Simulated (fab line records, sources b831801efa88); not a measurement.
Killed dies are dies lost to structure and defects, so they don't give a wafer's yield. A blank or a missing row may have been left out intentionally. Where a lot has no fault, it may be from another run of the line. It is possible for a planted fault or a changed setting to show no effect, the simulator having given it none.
Split-lot study -- flow gf180mcu -- 23 wafers read across 5 lots, on a route 602 steps long

== THE SPLIT ==
At GF_NSD_IMPLANT_10, the setting dose cm2 was moved away from the recipe's 5e+14 on 4 of the 23 wafers read, by -16.7% to -7.0%. This setting was run at the recipe's value on the other wafers.

== FROM THE SPLIT TO THE READING: what the file shows between them, 5 steps ==
- GF_PSD_DEVELOP_06: develop time 60 s (also split here: develop time s)
- GF_PSD_CD_MEAS_07: target cd 400 nm
- GF_PSD_IMPLANT_09
- GF_PSD_CLEAN_12: cleans in SC1/SC2, time 150 s
- GF_PSD_RTA_13: time 20 s

== THE READING ==
NSD_RS (ohm/sq), read at GF_PSD_RS_MEAS_14 with a four-point probe. A value of 46.10 ohm/sq with a standard deviation of 0.077 ohm/sq is what fault-free wafers of this fab line usually give.

wafer,"tool, chamber at the split",dose cm2 as run,against the recipe,"NSD_RS, ohm/sq",against lot-mates on the recipe
L076.1,"implanter-03, 0",4.164e+14,-16.7%,47.17,+0.97
L076.2,"implanter-03, 0",5e+14,recipe,46.11,-
L076.3,"implanter-03, 0",5e+14,recipe,46.28,-
L076.4,"implanter-03, 0",4.164e+14,-16.7%,47.21,+1.01
L076.5,"implanter-03, 0",5e+14,recipe,46.20,-
L078.2,"implanter-03, 0",5e+14,recipe,46.23,-
L078.3,"implanter-03, 0",5e+14,recipe,45.99,-
L078.4,"implanter-03, 0",5e+14,recipe,46.21,-
L078.5,"implanter-03, 0",5e+14,recipe,46.26,-
L078.6,"implanter-03, 0",5e+14,recipe,46.13,-
L079.1,"implanter-01, 0",5e+14,recipe,46.20,-
L079.4,"implanter-01, 0",5e+14,recipe,46.07,-
L079.5,"implanter-01, 0",5e+14,recipe,46.16,-
L082.1,"implanter-03, 0",4.648e+14,-7.0%,46.59,+0.50
L082.2,"implanter-03, 0",5e+14,recipe,46.05,-
L082.3,"implanter-03, 0",5e+14,recipe,46.12,-
L082.5,"implanter-03, 0",5e+14,recipe,46.09,-
L082.6,"implanter-03, 0",4.648e+14,-7.0%,46.50,+0.41
L084.1,"implanter-04, 0",5e+14,recipe,45.99,-
L084.2,"implanter-04, 0",5e+14,recipe,46.04,-
L084.4,"implanter-04, 0",5e+14,recipe,46.03,-
L084.5,"implanter-04, 0",5e+14,recipe,46.10,-
L084.6,"implanter-04, 0",5e+14,recipe,46.09,-

FIT RESULTS
A straight line over all 23 wafers: NSD_RS changes by -0.0633 ohm/sq for each +1% of dose cm2; r = -0.97; the points scatter about the line by 0.083 ohm/sq.
The same after taking each lot's own level away (the mean of its wafers on the recipe; 23 wafers): -0.0601 ohm/sq for each +1%; r = -0.98; scatter 0.065 ohm/sq.
The reading moves by 1 ohm/sq for the largest change in dose cm2, on that fit.
From 46.050 to 46.197 ohm/sq: that is the span of the lots' own levels, equal to 1.9 times the standard deviation above.
The two slopes are in agreement: the lot-to-lot level therefore moves the slope only a little.
Check: with one of the wafers moved furthest among these (-16.7%) left out of the fit, the line predicts +1.03 ohm/sq for it against its lot-mates. Against them it came out at +0.973 ohm/sq.

== OTHER SPLITS ON THESE WAFERS ==
Note: prior to the reading, these wafers also went through further splits. Each is held against what the fit with the lots' levels taken away leaves over:
other split on the same wafers,wafers away from the commonest value,r with NSD_RS (lot level and that fit taken away)
GF_HV_LDD_IMPLANT_09 energy kev,4,+0.19
GF_HV_LDD_STRIP_22 platen temp c,11,-0.26
GF_HV_LDD_COAT_41 resist thk nm,5,-0.22
GF_HV_LDD_DEVELOP_45 develop time s,11,-0.14
GF_NSD_EXPOSE_04 dose mj,7,-0.15
GF_PSD_DEVELOP_06 develop time s,7,+0.06

== FILE'S OWN FIT ==
NSD_RS changes by -0.0602 ohm/sq for each +1% of dose cm2, r = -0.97.
